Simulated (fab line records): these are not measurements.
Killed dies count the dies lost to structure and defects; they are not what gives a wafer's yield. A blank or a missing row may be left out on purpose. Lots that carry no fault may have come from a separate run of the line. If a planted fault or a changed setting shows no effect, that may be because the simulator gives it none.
Comparing a struck lot with a sound one || flow sky130 || 31 out of 708 route steps
Sound: these wafers, L622.4, L622.5, L622.6. Struck: wafer L631.3 (left out: L631.1, L631.2 of the same lot, which were not struck); the cause appears at the end.
Per side, at each step with rows, come the tool, then ch with its chambers, and then its first start. Under that, the readings that differ: sound wafers || struck wafers || difference of the means || sigmas: that difference in standard deviations of wafers without a fault.
alike: readings whose means differ by less than 2 such deviations, and words and numbers that are the same on both sides. not compared: withheld readings, readings that some wafer has no value for, bounds like >300 that may hide the same value, and numbers for which the record gives no deviation and whose values overlap.
A row with sigmas, a row that says differs or no value, or rows on one side alone: a step with any of these is where the two part. Non-overlapping numbers with no deviation appear without sigmas and do not part them. A reading missing from all wafers of one side parts the sides only when that side holds two or more wafers.

first, 4 steps without rows for these wafers: SKY_CONTACT_STRIP_20 (strips in post etch residue remover, time 1200 s); SKY_CONTACT_CLEAN_21 (cleans in IPA, time 180 s); SKY_CONTACT_CLEAN_22 (cleans in O3/DIW); SKY_CONTACT_SPUTTER_23 (material TiN, target thk 20 nm, time 80 s).
SKY_CONTACT_CVD_24: deposits W, target thk 340 nm, time 102.12 s.
  sound on cvdW-01 ch 0,1, day 32 00:53; struck on cvdW-02 ch 1, day 34 15:38
{"reading": "heaterPowerW (W)", "sound": "1085 980 1088", "struck": 773, "difference": -278, "sigmas": -2}
SKY_CONTACT_RS_MEAS_25: uses a four-point probe to measure.
  sound on filmMetro-02, day 32 01:02; struck on filmMetro-02, day 34 15:45
{"reading": "CONTACT_W_RS (ohm/sq)", "sound": "0.340 0.335 0.336", "struck": 0.347, "difference": "+0.010", "sigmas": "+2"}
SKY_CONTACT_THK_MEAS_26: measures by xrf.
  sound on filmMetro-02, day 32 01:07; struck on filmMetro-02, day 34 15:52
  alike: CONTACT_W_THK
SKY_CONTACT_CMP_27: polishes, stops on SiO2, t overpolish 15 s, target thk 0 nm.
  sound on cmp-02 ch 0,2,3, day 32 01:15; struck on cmp-02 ch 2, day 34 15:59
  alike: motorCurrentA, overpolishRunS, retainingRingPressureFrac, timeToEndpointS
SKY_METAL1_SPUTTER_00: material Ti, target thk 15 nm, time 10 s.
  sound on pvdSputter-02, day 32 01:27; struck on pvdSputter-02, day 34 16:14
  alike: chamberPressurePa, throttleValvePct
then, 3 steps without rows for these wafers: SKY_METAL1_SPUTTER_01 (material TiN, target thk 20 nm, time 16.7 s); SKY_METAL1_SPUTTER_02 (material AlCu, target thk 250 nm, time 13.3 s); SKY_METAL1_SPUTTER_03 (material Ti, target thk 5 nm, time 3.3 s).
SKY_METAL1_SPUTTER_04: material TiN, target thk 70 nm, time 58.3 s.
  sound on pvdSputter-02, day 32 01:32; struck on pvdSputter-02, day 34 16:20
{"reading": "model.TiN_of_METAL1_SPUTTER_04.thkNm (nm)", "sound": "70.1 68.88 70.2", "struck": 103.1, "difference": "+33.4", "sigmas": ""}
  alike: chamberPressurePa, throttleValvePct
SKY_METAL1_RS_MEAS_05: uses a four-point probe to measure.
  sound on filmMetro-04, day 32 01:39; struck on filmMetro-01, day 34 16:40
  alike: METAL1_ALCU_RS
  not compared: hold
SKY_METAL1_THK_MEAS_06: measures by xrf.
  sound on filmMetro-04, day 32 01:44; struck on filmMetro-01, day 34 20:01
{"reading": "METAL1_ALCU_THK (nm)", "sound": "250.3 247.3 250.3", "struck": 233.2, "difference": -16.1, "sigmas": -7}
  not compared: hold
then, 7 steps without rows for these wafers: SKY_METAL1_HMDS_08 (prime time 60 s); SKY_METAL1_COAT_09 (resist thk 60 nm); SKY_METAL1_COAT_10 (resist thk 450 nm); SKY_METAL1_SOFTBAKE_11 (time 90 s); SKY_METAL1_EXPOSE_12 (exposes mask MM1, target cd 140 nm); SKY_METAL1_PEB_13; SKY_METAL1_DEVELOP_14 (develop time 60 s).
SKY_METAL1_CD_MEAS_15: target cd 140 nm.
  sound on cdSem-01, day 33 05:01; struck on cdSem-01, day 35 17:54
  alike: cdNm
SKY_METAL1_OVL_MEAS_16:
  sound on overlay-02, day 33 05:05; struck on overlay-02, day 35 18:01
  alike: METAL1_OVL
SKY_METAL1_DESCUM_17: chemistry O2, time 8 s.
  sound on rieMetal-03 ch 0,1, day 33 05:07; struck on rieMetal-02 ch 0, day 35 18:04
  alike: drypumpMotorCurrentA, heBacksideLeakSccm, oesProductAu
  not compared: rfHoursCounterH
then, 2 steps without rows for these wafers: SKY_METAL1_ETCH_18 (etches BARC in N2/H2, stops on SiO2, time 45.9 s, target depth 60 nm); SKY_METAL1_METAL_ETCH_19 (etches the open film in Cl2/BCl3, stops on SiO2, target depth 360 nm, time 78 s).
SKY_METAL1_STRIP_20: strips in O2/N2.
  sound on plasmaAsher-02 ch 0,1, day 33 05:20; struck on plasmaAsher-04 ch 1, day 35 18:14
  alike: drypumpMotorCurrentA, oesProductAu, stripTimeToEndpointS
  not compared: rfHoursCounterH
SKY_METAL1_STRIP_21: strips in post etch residue remover, time 1200 s.
  sound on wetBench-01 ch 1, day 33 05:23; struck on wetBench-04 ch 1, day 35 18:20
{"reading": "model.TiN_of_METAL1_SPUTTER_04.thkNm (nm)", "sound": "69.67 68.45 69.77", "struck": 102.7, "difference": "+33.4", "sigmas": ""}
then, 1 step without rows for these wafers: SKY_METAL1_CLEAN_22 (cleans in IPA, time 180 s).
-- the record jumps here: 12 days lie between the struck wafers' starts before and after (it left off in module METAL1 and takes up again in module PAD_OPEN, whose first step shown is number 708 of the route) --
SKY_PAD_OPEN_PROBE_99:
  sound on prober-01, day 46 04:41; struck on prober-01, day 47 23:55
{"reading": "model.etest.via1Chain.rcOhm", "sound": "16.79 16.12 16.06", "struck": 17.07, "difference": "+0.75", "sigmas": ""}
  alike: defectLimitedYield, killed_at_M0_to_M3, killed_at_M4_up, killedAtContacts, killedAtFrontEnd, killedAtOther, killedDies, killedOpen, killedShort, sort_bin_3_pad_short, sort_bin_5_function, sort_bin_6_memory, sortNPass, sortYieldPct

== WHERE THEY PART ==
First at SKY_CONTACT_CVD_24; last, within this record, at SKY_METAL1_THK_MEAS_06. Later steps at which nothing parts them and some readings are alike: SKY_METAL1_CD_MEAS_15, SKY_METAL1_OVL_MEAS_16, SKY_METAL1_DESCUM_17, SKY_METAL1_STRIP_20, SKY_PAD_OPEN_PROBE_99.

WHY: what had been put in by the simulator
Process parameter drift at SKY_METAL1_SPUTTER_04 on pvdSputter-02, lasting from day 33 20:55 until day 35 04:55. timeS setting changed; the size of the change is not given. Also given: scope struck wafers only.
